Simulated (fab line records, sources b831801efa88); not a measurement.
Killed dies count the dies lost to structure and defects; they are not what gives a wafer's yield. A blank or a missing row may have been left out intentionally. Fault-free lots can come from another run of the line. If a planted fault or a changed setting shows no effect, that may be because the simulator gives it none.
What tool caused it? / flow sky130 / 12 lots with 34 wafers sampled at 2 steps, on a route of 708 steps

## WHAT THE GAUGES READ, wafer by wafer
SKY_LI_CONTACT_RS_MEAS_22: measurement is done with a four-point probe.
lot=L182; measured=day 29 05:39; on=film metro-01; LI_CONTACT_W_RS (ohm/sq)=0.288 0.297 0.289
lot=L184; measured=day 29 18:32; on=film metro-03; LI_CONTACT_W_RS (ohm/sq)=0.289 0.292 0.289
lot=L183; measured=day 30 01:20; on=film metro-04; LI_CONTACT_W_RS (ohm/sq)=0.279 0.283 0.280
lot=L186; measured=day 30 12:14; on=film metro-04; LI_CONTACT_W_RS (ohm/sq)=0.291 0.287 0.292
lot=L187; measured=day 31 04:42; on=film metro-01; LI_CONTACT_W_RS (ohm/sq)=0.287 0.287 0.286
lot=L188; measured=day 32 04:52; on=film metro-01; LI_CONTACT_W_RS (ohm/sq)=0.268 0.268 0.285
lot=L192; measured=day 32 19:28; on=film metro-03; LI_CONTACT_W_RS (ohm/sq)=0.267 0.271 0.270
lot=L193; measured=day 32 23:29; on=film metro-03; LI_CONTACT_W_RS (ohm/sq)=0.288 0.270 0.287
lot=L194; measured=day 33 11:53; on=film metro-03; LI_CONTACT_W_RS (ohm/sq)=0.268 0.287 0.267
lot=L201; measured=day 35 15:25; on=film metro-03; LI_CONTACT_W_RS (ohm/sq)=0.286 0.281
lot=L203; measured=day 36 00:39; on=film metro-01; LI_CONTACT_W_RS (ohm/sq)=0.279 0.292
lot=L205; measured=day 36 13:37; on=film metro-03; LI_CONTACT_W_RS (ohm/sq)=0.281 0.281 0.278

SKY_METAL1_THK_MEAS_06: measures by xrf.
lot=L182; measured=day 31 17:47; on=film metro-02; METAL1_ALCU_THK (nm)=251.8 252.7 245.8
lot=L184; measured=day 32 06:50; on=film metro-02; METAL1_ALCU_THK (nm)=251.4 251.0 252.9
lot=L183; measured=day 32 12:53; on=film metro-04; METAL1_ALCU_THK (nm)=246.9 247.5 250.7
lot=L186; measured=day 32 23:59; on=film metro-04; METAL1_ALCU_THK (nm)=248.4 249.6 249.5
lot=L187; measured=day 33 14:29; on=film metro-04; METAL1_ALCU_THK (nm)=250.9 252.7 250.8
lot=L188; measured=day 34 14:09; on=film metro-03; METAL1_ALCU_THK (nm)=252.7 252.5 249.7
lot=L192; measured=day 35 04:21; on=film metro-03; METAL1_ALCU_THK (nm)=249.0 247.2 248.7
lot=L193; measured=day 35 08:40; on=film metro-04; METAL1_ALCU_THK (nm)=251.5 250.0 250.0
lot=L194; measured=day 35 20:59; on=film metro-03; METAL1_ALCU_THK (nm)=250.9 252.3 253.8
lot=L201; measured=day 37 23:05; on=film metro-02; METAL1_ALCU_THK (nm)=251.4 250.2
lot=L203; measured=day 38 09:17; on=film metro-03; METAL1_ALCU_THK (nm)=246.0 250.3
lot=L205; measured=day 38 21:11; on=film metro-04; METAL1_ALCU_THK (nm)=246.2 248.3 246.7

## WHICH TOOL RAN EACH LOT (tool, then ch and the chambers of the sampled wafers, then the start)
There is no process step in the record ahead of these readings.

## WHAT THE TOOLS THEMSELVES READ (means of the sampled wafers that have a number; where no wafer has one, the mark that the record gives instead)
The record holds no such reading with a usual standard deviation.

## THE ANSWER, worked out from the rows above alone
Rule: usual is defined by the lots themselves. Put in order of their means at a reading, lots are off if they are a third of the lots or fewer, leave a main group of 4 or more, and stand apart from it by a gap of 3 or more times the standard deviation of the main group's means; of several such gaps the widest counts. If all means in a main group match to the digits the tables above print for the reading, that group is not used. A lot without any number at a reading at which 4 lots or more have one is off too. Any other lot the step has rows for is counted as sound. First the gauges in route order, then the tools' own readings, where a lot's mean is used as printed above. At the first step where some lot is off, the reading lying furthest off is the one used; lots without a number count as furthest.
Across all readings shown, no lot is off: no conclusion can be drawn from this.

## WHAT THE SIMULATOR HAD INSERTED
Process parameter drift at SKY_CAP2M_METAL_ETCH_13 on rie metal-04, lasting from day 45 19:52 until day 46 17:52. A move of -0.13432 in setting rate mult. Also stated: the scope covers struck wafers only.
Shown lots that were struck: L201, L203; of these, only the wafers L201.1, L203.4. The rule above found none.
